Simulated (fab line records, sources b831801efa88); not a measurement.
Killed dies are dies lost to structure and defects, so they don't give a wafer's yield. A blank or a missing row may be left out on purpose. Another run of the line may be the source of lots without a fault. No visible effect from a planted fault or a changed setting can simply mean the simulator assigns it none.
Comparing a struck lot with a sound one | flow sky130 | 23 out of 708 route steps
Sound: wafers L447.1, L447.4, L447.5. The struck wafers were L454.2, L454.5, L454.6. Last of all comes the cause.
Per side, at each step with rows, come the tool, then ch with its chambers, and then its first start. Under that, the readings that differ: sound wafers | struck wafers | difference of the means | sigmas: that difference in standard deviations of wafers without a fault.
alike: a reading whose means differ by less than 2 such deviations, as well as words and numbers matching on both sides. not compared: withheld readings; readings where some wafer has no value; bounds like >300 that might hide an equal value; numbers whose values overlap and for which the record gives no deviation.
Wherever a step has rows on one side only, a row that says differs or no value, or a row with sigmas, the two part there. Non-overlapping numbers with no deviation appear without sigmas and do not part them. A reading that every wafer of one side lacks parts them only if that side has two wafers or more.

first, 5 steps without rows for these wafers: SKY_POLY_CUT_COAT_03 (resist thk 450 nm); SKY_POLY_CUT_SOFTBAKE_04 (time 90 s); SKY_POLY_CUT_EXPOSE_05 (exposes mask NPCM, target cd 270 nm); SKY_POLY_CUT_PEB_06; SKY_POLY_CUT_DEVELOP_07 (develop time 60 s).
SKY_POLY_CUT_CD_MEAS_08: the cd target is 270 nm.
  sound on cd sem-01, day 28 00:08; struck on cd sem-01, day 30 19:28
  reading    | sound             | struck            | difference | sigmas
  cd nm (nm) | 268.6 267.3 267.6 | 272.9 273.0 273.5 | +5.3       | +4
SKY_POLY_CUT_OVL_MEAS_09:
  sound on overlay-01, day 28 00:16; struck on overlay-01, day 30 19:34
  alike: POLY_CUT_OVL
SKY_POLY_CUT_ETCH_10: etches BARC in N2/H2, stops on SiO2, time 45.9 s, target depth 60 nm.
  sound on rie diel-03 ch 1,3, day 28 00:18; struck on rie diel-04 ch 2,3, day 30 19:36
  alike: drypump motor current A, oes product au, throttle valve pct
  not compared: rf hours counter h
SKY_POLY_CUT_ETCH_11: etches Si3N4 in CF4/CH2F2/Ar, stops on poly-Si, time 41.59 s, target depth 60 nm.
  sound on rie diel-03 ch 1,3, day 28 00:20; struck on rie diel-04 ch 2,3, day 30 19:38
  alike: drypump motor current A, oes product au, throttle valve pct
  not compared: rf hours counter h
SKY_POLY_CUT_STRIP_12: strips in O2/N2.
  sound on plasma asher-01 ch 0,1, day 28 00:23; struck on plasma asher-03 ch 0,1, day 30 19:41
  alike: drypump motor current A, oes product au, strip time to endpoint s
  not compared: rf hours counter h
then, 2 steps without rows for these wafers: SKY_SD_P_DEHYDRATE_00 (time 60 s); SKY_SD_P_HMDS_01 (prime time 60 s).
SKY_SD_P_COAT_02: resist thk 1140 nm.
  sound on litho track-03 ch 0, day 28 14:40; struck on litho track-03 ch 0, day 31 08:59
  reading                                   | sound          | struck            | difference | sigmas
  model.NOVOLAK_of_SD_P_COAT_02.thk nm (nm) | 1141 1138 1141 | 789.5 790.9 789.1 | -350.2     |
then, 3 steps without rows for these wafers: SKY_SD_P_SOFTBAKE_03 (time 60 s); SKY_SD_P_EXPOSE_04 (exposes mask PSDM, target cd 380 nm); SKY_SD_P_PEB_05.
SKY_SD_P_DEVELOP_06: develop time 60 s.
  sound on litho track-01 ch 0, day 29 04:43; struck on litho track-03 ch 0, day 31 23:32
  reading                                   | sound          | struck            | difference | sigmas
  model.NOVOLAK_of_SD_P_COAT_02.thk nm (nm) | 1140 1138 1140 | 789.1 790.5 788.6 | -349.9     |
SKY_SD_P_CD_MEAS_07: the cd target is 380 nm.
  sound on cd sem-02, day 29 04:52; struck on cd sem-02, day 31 23:41
  reading    | sound             | struck            | difference | sigmas
  cd nm (nm) | 372.7 373.6 375.9 | 417.2 418.7 417.3 | +43.7      | +17
SKY_SD_P_OVL_MEAS_08:
  sound on overlay-01, day 29 04:59; struck on overlay-01, day 31 23:47
  alike: SD_P_OVL
after that, 1 step had no rows for these wafers: SKY_SD_P_IMPLANT_09.
SKY_SD_P_STRIP_10: strips in O2/N2.
  sound on plasma asher-04 ch 0,1, day 29 05:10; struck on plasma asher-04 ch 0,1, day 31 23:58
  reading                      | sound             | struck            | difference | sigmas
  oes product au (a.u.)        | 0.619 0.611 0.613 | 0.595 0.588 0.592 | -0.023     | -5
  strip time to endpoint s (s) | 17.45 17.44 17.47 | 13.45 13.46 13.43 | -4.01      | -89
  alike: drypump motor current A
  not compared: rf hours counter h
SKY_SD_P_TW_MEAS_11:
  sound on film metro-02, day 29 05:16; struck on film metro-02, day 32 00:05
  alike: SD_P_TW
-- record jumps: 18 days separate the struck wafers' starts on either side; left off in module SD_P, taken up again in module PAD_OPEN, whose first shown step is the route's number 708 --
SKY_PAD_OPEN_PROBE_99:
  record: rows for the struck wafers here (prober-01, day 50 08:56), none for the sound ones

## WHERE THEY PART
Last at SKY_PAD_OPEN_PROBE_99 as far as this record goes, first at SKY_POLY_CUT_CD_MEAS_08.

WHY: the cause the simulator had injected
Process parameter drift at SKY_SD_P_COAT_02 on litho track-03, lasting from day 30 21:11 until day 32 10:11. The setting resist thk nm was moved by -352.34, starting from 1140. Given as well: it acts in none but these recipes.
